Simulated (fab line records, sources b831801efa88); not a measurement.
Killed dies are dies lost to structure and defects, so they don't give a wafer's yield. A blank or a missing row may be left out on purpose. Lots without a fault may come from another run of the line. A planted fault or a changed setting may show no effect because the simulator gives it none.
Chamber matching | flow sky130 | SKY_CONTACT_CMP_04 on cmp-01: 4 sister chambers
The step polishes SiO2. 4 wafers are shown with their chamber, then 8 later ones without.

WAFERS WITH THEIR CHAMBER
wafer  | chamber | motor_current_A (A)
L335.3 | 3       | 10.7
L339.3 | 2       | 12.0
L339.4 | 1       | 10.4
L340.1 | 0       | 10.8

WAFERS WITHOUT THEIR CHAMBER
wafer  | motor_current_A (A)
L340.3 | 10.8
L340.5 | 12.0
L341.2 | 11.0
L341.3 | 11.2
L341.6 | 10.2
L342.4 | 12.0
L342.5 | 11.2
L342.6 | 11.0

WHICH CHAMBER EACH WENT THROUGH
wafer  | from the rows above               | in truth
L340.3 | can't be placed: 0 or 3 or 1      | 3
L340.5 | 2                                 | 2
L341.2 | can't be placed: 0 or 3 or 1      | 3
L341.3 | can't be placed: 0 or 3 or 1 or 2 | 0
L341.6 | can't be placed: 1 or 3 or 0      | 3
L342.4 | 2                                 | 2
L342.5 | can't be placed: 0 or 3 or 1 or 2 | 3
L342.6 | can't be placed: 0 or 3 or 1      | 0
Placed correctly: 2 of 8. Can't be placed from these rows: 6 (the true chamber is among the candidates in 6). Placed wrongly: 0.
How it was worked out, from the rows above alone: a wafer's distance from a chamber is the root of the sum, over the readings, of the square of ((its reading less the chamber's mean) divided by the reading's scatter). The wafer belongs to the nearest chamber; if the next one is less than 2 further off, it can't be placed. A chamber's mean is the mean of its shown wafers. The scatter: with one shown wafer a chamber, the root of the mean of the squares of how far each hidden wafer lies from its nearest shown one.
